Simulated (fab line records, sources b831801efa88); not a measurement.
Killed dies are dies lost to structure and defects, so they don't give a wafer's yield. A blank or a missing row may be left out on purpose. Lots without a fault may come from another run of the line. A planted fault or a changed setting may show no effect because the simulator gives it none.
Split-lot experiment | flow sfq_line | 5 lots, 10 wafers read, on a route of 325 steps

THE SPLIT
At SFQ_TRILAYER_L0_LITHO_COAT_010 (resist thk 62 nm), the setting resist_thk_nm was moved away from the recipe's 62 nm on 4 of the 10 wafers read, by -3.1% to +4.8%. The other wafers ran this setting at the recipe's value.

The file shows no step between the split and the reading.

THE READING
etch.depth_nm (the simulator's own value, which no gauge read), in nm, at SFQ_TRILAYER_L0_BARC_OPEN_METAL_ETCH_010 (etches BARC in O2, target depth 125 nm, time 41.7 s). The file gives no usual value for it. The 6 wafers here that ran the recipe average 61.95 nm, standard deviation 0.25 nm.

wafer  | tool, chamber at the split | resist_thk_nm as run, nm | against the recipe | etch.depth_nm, nm | against lot-mates on the recipe
L074.1 | litho_track-02, 0          | 62                       | recipe             | 62.15             | -
L074.3 | litho_track-02, 0          | 62                       | recipe             | 62.09             | -
L074.4 | litho_track-02, 0          | 62                       | recipe             | 62.06             | -
L077.6 | litho_track-02, 0          | 62                       | recipe             | 62.08             | -
L079.4 | litho_track-03, 0          | 62                       | recipe             | 61.42             | -
L079.5 | litho_track-03, 0          | 64.96                    | +4.8%              | 64.39             | +2.97
L080.1 | litho_track-03, 0          | 63.34                    | +2.2%              | 63.04             | +1.14
L080.2 | litho_track-03, 0          | 63.34                    | +2.2%              | 63.11             | +1.21
L080.4 | litho_track-03, 0          | 62                       | recipe             | 61.9              | -
L083.3 | litho_track-04, 0          | 60.07                    | -3.1%              | 60.22             | no lot-mate on the recipe

THE FIT
A straight line over all 10 wafers: etch.depth_nm changes by +0.526 nm for each +1% of resist_thk_nm; r = +0.98; the points scatter about the line by 0.22 nm.
The same after taking each lot's own level away (the mean of its wafers on the recipe; 9 wafers): +0.605 nm for each +1%; r = +1.00; scatter 0.08 nm.
On that fit, the largest move of resist_thk_nm shifts the reading by 2.9 nm.
The lots' own levels span 61.420 to 62.100 nm, that is 2.7 times the standard deviation above.
So the lot-to-lot level changes the slope: the two fits differ.
Check: with one of the wafers moved furthest among these (+4.8%) left out of the fit, the line predicts +2.6 nm for it against its lot-mates. It came out at +2.97 nm against them.

OTHER SPLITS ON THESE WAFERS
These wafers also went through other splits before the reading. Each is held against what the fit with the lots' levels taken away leaves over:
other split on the same wafers             | wafers away from the commonest value | r with etch.depth_nm (lot level and that fit taken away)
SFQ_TRILAYER_INCOMING_OXIDATION_002 temp_c | 7                                    | +0.70

THE WHOLE CHAIN: every reading that the file lists as answering this split, in the file's order
step                                     | what it does                                        | reading                                                                                    | change (the file's fit)               | r (the file's)
SFQ_TRILAYER_L0_LITHO_COAT_010           | resist thk 62 nm                                    | BARC_of_TRILAYER_L0_LITHO_COAT_010.thk_nm (the simulator's own value, which no gauge read) | +0.61 nm for each +1% of the setting  | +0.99
SFQ_TRILAYER_L0_BARC_OPEN_METAL_ETCH_010 | etches BARC in O2, target depth 125 nm, time 41.7 s | etch.depth_nm (the simulator's own value, which no gauge read)                             | +0.604 nm for each +1% of the setting | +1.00

THE FILE'S OWN FIT
etch.depth_nm changes by +0.604 nm for each +1% of resist_thk_nm, r = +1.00.
